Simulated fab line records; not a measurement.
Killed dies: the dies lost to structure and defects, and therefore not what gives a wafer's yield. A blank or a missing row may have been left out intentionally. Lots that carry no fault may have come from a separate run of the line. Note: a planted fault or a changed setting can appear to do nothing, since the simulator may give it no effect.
Matching of chambers    flow gf180mcu    4 sister chambers for GF_V1_CMP_04 on cmp-01
The step polishes SiO2. 4 wafers are shown with their chamber, then 8 later ones without.

WAFERS WITH THEIR CHAMBER
wafer   chamber  motorCurrentA (A)
L091.1  3        9.5
L091.2  0        14.6
L091.3  2        12.3
L091.4  1        11.1

WAFERS MISSING THEIR CHAMBER
wafer   motorCurrentA (A)
L091.5  9.8
L091.6  12.1
L092.1  13.5
L092.2  10.0
L092.3  12.6
L092.4  9.7
L092.5  11.3
L092.6  14.4

CHAMBER TAKEN BY EACH
wafer    from the rows above       in truth
L091.5   3                         3
L091.6   can't be placed: 2 or 1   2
L092.1   can't be placed: 0 or 2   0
L092.2   can't be placed: 3 or 1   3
L092.3   2                         2
L092.4   3                         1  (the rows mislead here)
L092.5   can't be placed: 1 or 2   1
L092.6   0                         0
Placed correctly: 3 of 8. Can't be placed from these rows: 4 (the true chamber is among the candidates in 4). Wrongly placed: 1.
How it was worked out, from the rows above alone: a wafer's distance from a chamber is the root of the sum, over the readings, of the square of ((its reading less the chamber's mean) divided by the reading's scatter). If the next closest chamber is less than 2 further off than the closest, the wafer can't be placed; otherwise it belongs to the closest. For every chamber, the mean is computed from those of its wafers that are shown. The scatter: with one shown wafer a chamber, the root of the mean of the squares of how far each hidden wafer lies from its nearest shown one.
